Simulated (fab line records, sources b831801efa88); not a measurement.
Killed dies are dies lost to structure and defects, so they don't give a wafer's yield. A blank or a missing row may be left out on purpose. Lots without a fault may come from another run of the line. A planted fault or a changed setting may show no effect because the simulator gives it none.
Problem report in the 8D (eight disciplines) form, filled by code | flow sky130 | the parts of the form that need people (team, actions taken, sign-off) are left out

1. THE PROBLEM
heater_power_total_W at SKY_GATE_OXIDE_SOFTBAKE_06 reads a mean of 64.81 W on 9 wafers of 3 lots; wafers without a fault read 56.59 W with a standard deviation of 0.042. That is +99 or more standard deviations from the usual mean.
The step: time 60 s.
First seen on wafer L415.1, day 18 04:16, on litho_track-03. The record holds 36 wafers of 12 lots with a number at this step. Rule for "out", or "out of limits": more than 4 standard deviations from the usual mean. The other wafers with a number count as sound.

2. WHAT IT IS AND WHAT IT IS NOT
question                    | is                                 | is not
which readings at this step | heater_power_total_W, run_length_s | -
which lots                  | L415, L416, L417                   | L401, L402, L403, L405, L412, L418, L419, L420, L423
which wafers of those lots  | all that have a number             | -
read on which tools         | litho_track-03                     | litho_track-01, litho_track-04
when                        | from day 18 04:16                  | up to then (15 sound wafers); but 12 sound wafers of L418, L419, L420, L423 came after

3. SUSPECTS, AND WHAT RULES EACH OUT
Counting: a tool at a process step up to the reading stays a suspect if it ran every lot that is out and no sound lot after the first of them.
- litho_track-03 at SKY_GATE_OXIDE_SOFTBAKE_06 (time 60 s): kept. It ran every lot that is out, first L415 (day 18 04:16), and no sound lot after that; its last sound lot up to then is L412 (day 17 19:10). Its own readings are out on those wafers: heater_power_total_W, run_length_s.
Left after counting: litho_track-03 at SKY_GATE_OXIDE_SOFTBAKE_06.

4. THE CAUSE (what the simulator had put in)
Process parameter drift: litho_track-03, from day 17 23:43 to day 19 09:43, at SKY_GATE_OXIDE_SOFTBAKE_06. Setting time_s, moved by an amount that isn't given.
Counting left only this tool.

5. THE CHAIN OF EFFECTS, in route order
Each row: a reading whose mean over the struck wafers that have a number lies more than 3 standard deviations from the usual. Only readings for which the record gives a usual standard deviation are gone through. hours: the time from each lot's start at the first step in this table that gives one to its start at this step, as a median over the lots. sigmas: the change in usual standard deviations.
hours | step                       | reading              | usual   | on struck wafers | change | sigmas
0     | SKY_GATE_OXIDE_SOFTBAKE_06 | heater_power_total_W | 56.59 W | 64.81            | +8.22  | +99 or more
0     | SKY_GATE_OXIDE_SOFTBAKE_06 | run_length_s         | 89.10 s | 68.80            | -20.30 | -99 or more
The process steps in it:
- SKY_GATE_OXIDE_SOFTBAKE_06: time 60 s.
Readings that are blank on the struck wafers while sound wafers have them: plate_temp_C at SKY_GATE_OXIDE_SOFTBAKE_06.
Later measuring or inspecting steps at which every struck wafer that the step has a row for has a number for every such reading, and none has moved that far: SKY_LDD_N_TW_MEAS_17.

6. WHAT WOULD HAVE CAUGHT IT SOONER
In this record the first reading out of limits was taken at day 18 04:16, 5 hours after the fault began at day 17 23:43.
